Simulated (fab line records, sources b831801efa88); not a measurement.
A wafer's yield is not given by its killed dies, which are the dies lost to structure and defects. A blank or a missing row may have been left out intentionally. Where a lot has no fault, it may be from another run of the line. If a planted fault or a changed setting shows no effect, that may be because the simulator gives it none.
Tool commonality check + flow gf180mcu + Lots sampled 13, wafers sampled 39

## REASON IT WAS OPENED
At GF_DUAL_GATE_THK_MEAS_03 the reading DUAL_GATE_OXIDATION_00_THK is flagged on 1 of 13 lots. Fault-free wafers read 10.80 nm, with a standard deviation of 0.23.
Rule: a lot is flagged when every wafer of it that has a number lies more than 4 standard deviations from that mean, or none has a number. All remaining lots are regarded as sound.

| lot  | measured     | on            | DUAL_GATE_OXIDATION_00_THK (nm), wafer by wafer | flag    |
|------|--------------|---------------|-------------------------------------------------|---------|
| L914 | day 7 18:14  | film-metro-03 | 11.13 11.13 11.09                               |         |
| L915 | day 7 20:34  | film-metro-01 | 11.00 11.17 11.05                               |         |
| L917 | day 8 12:22  | film-metro-03 | 10.76 10.92 10.76                               |         |
| L918 | day 8 18:19  | film-metro-04 | 10.78 10.79 10.82                               |         |
| L919 | day 8 21:44  | film-metro-01 | 10.75 10.99 10.72                               |         |
| L920 | day 9 04:04  | film-metro-04 | 11.02 11.07 11.01                               |         |
| L921 | day 9 10:40  | film-metro-03 | 10.62 10.84 10.90                               |         |
| L922 | day 9 20:49  | film-metro-01 | 11.12 11.31 11.30                               |         |
| L923 | day 10 04:55 | film-metro-04 | 16.63 16.53 16.46                               | FLAGGED |
| L932 | day 12 13:58 | film-metro-04 | 10.80 10.68 10.81                               |         |
| L934 | day 13 05:18 | film-metro-03 | 10.62 10.80 10.85                               |         |
| L935 | day 13 10:29 | film-metro-04 | 10.48 10.42 10.43                               |         |
| L936 | day 13 15:55 | film-metro-03 | 10.87 10.78 10.77                               |         |
The mean of the flagged lots' numbers is 16.54 nm, +5.74 nm from the usual (+25 standard deviations).

## WHICH TOOL RAN EACH LOT
The record holds 1 process step before the reading, out of a route of 602 steps. Each cell gives the tool, then ch followed by the chambers the sampled wafers passed through, then the start.
| lot  | flag    | GF_DUAL_GATE_OXIDATION_02     |
|------|---------|-------------------------------|
| L914 |         | furnace-01 ch 0, day 7 16:46  |
| L915 |         | furnace-02 ch 0, day 7 19:08  |
| L917 |         | furnace-02 ch 0, day 8 10:55  |
| L918 |         | furnace-02 ch 0, day 8 16:52  |
| L919 |         | furnace-01 ch 0, day 8 20:18  |
| L920 |         | furnace-02 ch 0, day 9 02:37  |
| L921 |         | furnace-02 ch 0, day 9 09:13  |
| L922 |         | furnace-01 ch 0, day 9 19:21  |
| L923 | FLAGGED | furnace-02 ch 0, day 10 03:29 |
| L932 |         | furnace-01 ch 0, day 12 12:31 |
| L934 |         | furnace-02 ch 0, day 13 03:50 |
| L935 |         | furnace-01 ch 0, day 13 09:02 |
| L936 |         | furnace-02 ch 0, day 13 14:27 |
What these steps do:
- GF_DUAL_GATE_OXIDATION_02: stabilise 600 s, purge 300 s, target thk 10.887 nm.
- GF_DUAL_GATE_THK_MEAS_03

## FLAGGED OVER TOTAL, TOOL BY TOOL (the gauges that took the reading come last)
| step                      | tool          | lots run | flagged | share of the flagged lots | sound lots run after its first flagged lot |
|---------------------------|---------------|----------|---------|---------------------------|--------------------------------------------|
| GF_DUAL_GATE_OXIDATION_02 | furnace-01    | 5        | 0       | none                      | -                                          |
| GF_DUAL_GATE_OXIDATION_02 | furnace-02    | 8        | 1       | all                       | 2 (L934,L936)                              |
| GF_DUAL_GATE_THK_MEAS_03  | film-metro-01 | 3        | 0       | none                      | -                                          |
| GF_DUAL_GATE_THK_MEAS_03  | film-metro-03 | 5        | 0       | none                      | -                                          |
| GF_DUAL_GATE_THK_MEAS_03  | film-metro-04 | 5        | 1       | all                       | 2 (L932,L935)                              |

## THE TABLE: WHAT IT ALLOWS
Table rows that saw every flagged lot: 2, namely furnace-02 at GF_DUAL_GATE_OXIDATION_02 and film-metro-04 at GF_DUAL_GATE_THK_MEAS_03.
- furnace-02 at GF_DUAL_GATE_OXIDATION_02: 1 of its 8 lots flagged. After the first flagged lot (L934, L936), sound lots still ran on it; a lasting fault on the whole tool would not permit that.
- film-metro-04 at GF_DUAL_GATE_THK_MEAS_03: 1 of its 5 lots flagged. After the first flagged lot (L932, L935), sound lots still ran on it; a lasting fault on the whole tool would not permit that.
Not one row of the table ran every flagged lot while running no sound lot after the first.

## WHAT HAD BEEN PUT IN BY THE SIMULATOR
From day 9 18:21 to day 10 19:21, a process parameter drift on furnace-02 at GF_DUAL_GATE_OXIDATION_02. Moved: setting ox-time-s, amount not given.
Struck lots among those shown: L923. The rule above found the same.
